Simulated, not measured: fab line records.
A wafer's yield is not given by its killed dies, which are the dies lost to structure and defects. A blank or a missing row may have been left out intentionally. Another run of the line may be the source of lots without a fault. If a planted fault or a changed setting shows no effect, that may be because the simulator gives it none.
Problem report in the 8D (eight disciplines) form, filled by code :: flow gf180mcu :: the parts of the form that need people (team, actions taken, sign-off) are left out

1. THE PROBLEM
At GF_V2_SPUTTER_21, chamber_pressure_pa averages 5.663 Pa over 6 wafers from 2 lots, while fault-free wafers read 5.001 Pa, standard deviation 0.0097. Relative to the usual mean, that is a shift of +68 standard deviations.
The step: material Ti, target thk 15 nm, time 80.02 s.
Seen first at day 26 15:58 on pvd_sputter-03, wafer L234.2. The record holds 39 wafers of 13 lots with a number at this step. By rule, "out" or "out of limits" means more than 4 standard deviations away from the usual mean. Any other wafer with a number is counted as sound.

2. WHAT IT IS, WHAT IT ISN'T
question: which readings at this step
is: chamber_pressure_pa
is not: -

question: which lots
is: L234, L238
is not: L218, L222, L225, L226, L228, L229, L232, L233, L237, L239, L241

question: which wafers of those lots
is: all that have a number
is not: -

question: read on which tools
is: pvd_sputter-03
is not: pvd_sputter-02, pvd_sputter-04

question: when
is: from day 26 15:58
is not: up to then (24 sound wafers); but 9 sound wafers of L237, L239, L241 came after

3. WHAT RULES OUT EACH SUSPECT
Counting: a tool stays on the suspect list if, at a process step up to the reading, it processed all lots that are out and no sound lot following the first of them.
- pvd_sputter-03 at GF_V2_SPUTTER_21 (material Ti, target thk 15 nm, time 80.02 s): kept. Every lot that is out went through it, starting with L234 (day 26 15:58), and after that it ran no sound lot; the last sound lot it ran before then is L229 (day 24 09:39). Out on those wafers are its own readings of chamber_pressure_pa.
After counting, what remains is pvd_sputter-03 at GF_V2_SPUTTER_21.

4. THE CAUSE (what the simulator had put in)
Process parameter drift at GF_V2_SPUTTER_21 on pvd_sputter-03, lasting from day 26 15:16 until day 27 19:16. The setting chamber_pressure_pa was moved by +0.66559, starting from 5. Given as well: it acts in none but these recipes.
This tool alone remained once counting was done.

5. THE CHAIN OF EFFECTS, in route order
One row per reading whose mean, taken over the struck wafers that have a number, lies over 3 standard deviations from the usual. Only readings for which the record gives a usual standard deviation are gone through. hours: the time from each lot's start at the first step in this table that gives one to its start at this step, as a median over the lots. sigmas: the change in usual standard deviations.
hours: 0
step: GF_V2_SPUTTER_21
reading: chamber_pressure_pa
usual: 5.001 Pa
on struck wafers: 5.663
change: +0.662
sigmas: +68
Its process steps:
- GF_V2_SPUTTER_21: material Ti, target thk 15 nm, time 80.02 s.
Later measuring or inspecting steps at which every struck wafer that the step has a row for has a number for every such reading, and none has moved that far: GF_V2_RS_MEAS_24, GF_M3_RS_MEAS_05.

6. WHAT WOULD HAVE CAUGHT IT SOONER
In this record the first reading out of limits was taken at day 26 15:58, 1 hour after the fault began at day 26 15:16.
